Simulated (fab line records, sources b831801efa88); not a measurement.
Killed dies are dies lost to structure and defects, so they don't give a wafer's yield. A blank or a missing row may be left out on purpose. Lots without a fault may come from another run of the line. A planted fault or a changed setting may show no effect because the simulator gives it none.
A struck lot beside a sound one | flow gf180mcu | 14 steps out of a route of 602
Sound: wafers L288.1, L288.2, L288.4. Struck: wafers L296.1, L296.2, L296.6. The cause comes at the end.
At each step with rows: each side's tool, then ch and its chambers, then its first start. Under that, the readings that differ: sound wafers | struck wafers | difference of the means | sigmas: that difference in standard deviations of wafers without a fault.
alike: readings whose means differ by less than 2 such deviations, and words and numbers that are the same on both sides. not compared: withheld readings, readings that some wafer has no value for, bounds like >300 that may hide the same value, and numbers for which the record gives no deviation and whose values overlap.
The two part at a step that has a row with sigmas, a row that says differs or no value, or rows on one side only. Numbers that don't overlap but have no deviation are shown without sigmas and don't part them. A reading that every wafer of one side lacks parts them only if that side has two wafers or more.

GF_MIM_THK_MEAS_06:
  sound on film_metro-03, day 25 16:54; struck on film_metro-03, day 28 05:45
  alike: MIM_CVD_05_THK
GF_MIM_SPUTTER_07: material TiN, target thk 60 nm, time 50 s.
  sound on pvd_sputter-02, day 25 16:58; struck on pvd_sputter-01, day 28 05:49
  alike: throttle_valve_pct
GF_MIM_SPUTTER_08: material AlCu, target thk 200 nm, time 10.6 s.
  sound on pvd_sputter-02, day 25 17:00; struck on pvd_sputter-01, day 28 05:52
  alike: throttle_valve_pct
GF_MIM_SPUTTER_09: material TiN, target thk 35 nm, time 29.2 s.
  sound on pvd_sputter-02, day 25 17:01; struck on pvd_sputter-01, day 28 05:53
  alike: throttle_valve_pct
GF_MIM_RS_MEAS_10: measures by four-point-probe.
  sound on film_metro-03, day 25 17:04; struck on film_metro-03, day 28 05:55
  alike: MIM_ALCU_RS
GF_MIM_THK_MEAS_11: measures by xrf.
  sound on film_metro-03, day 25 17:11; struck on film_metro-03, day 28 06:02
  alike: MIM_ALCU_THK
then, 6 steps without rows for these wafers: GF_MIM_DEHYDRATE_12 (time 60 s); GF_MIM_HMDS_13 (prime time 60 s); GF_MIM_COAT_14 (resist thk 1000 nm); GF_MIM_SOFTBAKE_15 (time 60 s); GF_MIM_EXPOSE_16 (exposes mask FuseTop, target cd 2000 nm); GF_MIM_PEB_17.
GF_MIM_DEVELOP_18: develop time 60 s.
  sound on litho_track-04 ch 0, day 26 14:17; struck on litho_track-03, day 29 01:19
  no value came back on the struck wafers for chill_plate_temp_C (C), develop_time_s (s); on the sound wafers chill_plate_temp_C (C) reads 22.89 22.83 22.77
GF_MIM_METAL_ETCH_19: etches the open film in Cl2/BCl3, stops on Si3N4, target depth 324.5 nm, time 54.1 s.
  sound on rie_metal-04 ch 0,1, day 26 14:26; struck on rie_metal-04 ch 0,1, day 29 01:28
  alike: drypump_motor_current_A, he_backside_leak_sccm, oes_product_au, throttle_valve_pct
  not compared: rf_hours_counter_h

WHERE THEY PART
Only at GF_MIM_DEVELOP_18, within this record. Later steps at which nothing parts them and some readings are alike: GF_MIM_METAL_ETCH_19.

WHY: what the simulator had put in
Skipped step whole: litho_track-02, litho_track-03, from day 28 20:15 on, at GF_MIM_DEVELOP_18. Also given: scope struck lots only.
